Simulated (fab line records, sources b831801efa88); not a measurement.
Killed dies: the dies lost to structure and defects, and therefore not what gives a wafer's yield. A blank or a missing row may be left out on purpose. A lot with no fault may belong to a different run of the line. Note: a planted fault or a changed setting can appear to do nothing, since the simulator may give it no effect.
Problem report, 8D (eight disciplines) form, completed by code -- flow sky130 -- the parts of the form that need people (team, actions taken, sign-off) are left out

== 1. THE PROBLEM ==
NWELL_2_TW at SKY_NWELL_TW_MEAS_26 reads a mean of 30 on 3 wafers of 1 lot; wafers without a fault read 499 with a standard deviation of 3.5. That is -99 or more standard deviations from the usual mean.
Seen first at day 6 05:44 on film_metro-03, wafer L961.1. Wafers with a number at this step in the record: 39, from 13 lots. The rule behind "out" and "out of limits": a value lying over 4 standard deviations away from the usual mean. Any other wafer with a number is counted as sound.

== 2. WHAT IT IS, AND WHAT IT ISN'T ==
question,is,is not
which readings at this step,NWELL_2_TW,-
which lots,L961,"L958, L959, L960, L969, L970, L971, L972, L975, L976, L977, L979, L980"
which wafers of those lots,all that have a number,-
read on which gauges,film_metro-03,"film_metro-02, film_metro-04"
when,from day 6 05:44,"up to then (9 sound wafers); but 27 sound wafers of L969, L970, L971, L972, L975, L976, L977, L979, L980 came after"

== 3. WHAT RULES OUT EACH SUSPECT ==
Counting: a tool at a process step up to the reading stays a suspect if it ran every lot that is out and no sound lot after the first of them.
- ruled out: the gauge at SKY_NWELL_TW_MEAS_26. All the wafers that are out were read on film_metro-03, but those of them that SKY_NWELL_STRIP_14 has rows for are out there too, on other tools.
- plasma_asher-04 at SKY_NWELL_STRIP_14 (strips in O2/N2): ruled out as a lasting fault. Sound lots L969, L971, L972, L979, L980 ran on it after its first lot that is out, L961 (day 5 10:43).
- plasma_asher-04 at SKY_NWELL_STRIP_25 (strips in O2/N2): ruled out as a lasting fault. Sound lots L971, L980 ran on it after its first lot that is out, L961 (day 6 05:38).
Left after counting: nothing in the record.

== 4. THE CAUSE (what the simulator had put in) ==
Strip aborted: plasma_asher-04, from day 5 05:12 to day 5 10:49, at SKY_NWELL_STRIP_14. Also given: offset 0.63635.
Counting ruled it out, wrongly: the rule takes a fault to strike every lot that its tool runs from its start on, and this one did not.

== 5. THE CHAIN OF EFFECTS, in route order ==
Each row: a reading where the mean over the struck wafers with a number is more than 3 standard deviations away from the usual. Readings are gone through only where the record gives a usual standard deviation; hours: the median, over the lots, of the time from a lot's start at the first step in this table giving one to that lot's start at this step; sigmas: the change measured in usual standard deviations.
hours,step,reading,usual,on struck wafers,change,sigmas
0,SKY_NWELL_STRIP_14,oes_product_au,0.723 a.u.,0.947,+0.224,+48
19,SKY_NWELL_STRIP_25,strip_time_to_endpoint_s,36.90 s,53.62,+16.72,+99 or more
19,SKY_NWELL_TW_MEAS_26,NWELL_2_TW,499,30,-469,-99 or more
Process steps it contains:
- SKY_NWELL_STRIP_14: strips in O2/N2.
- SKY_NWELL_STRIP_25: strips in O2/N2.
Readings that are blank on the struck wafers while sound wafers have them: strip_time_to_endpoint_s at SKY_NWELL_STRIP_14.

== 6. WHAT WOULD HAVE CAUGHT IT SOONER ==
25 hours passed between the start of the fault at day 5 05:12 and the first reading out of limits at a measuring or inspecting step in this record, taken at day 6 05:44.
At SKY_NWELL_STRIP_14, the tool's own readings (oes_product_au) were out on each struck wafer the step has a row for, so an alarm limit on them would have fired on the first such wafer.
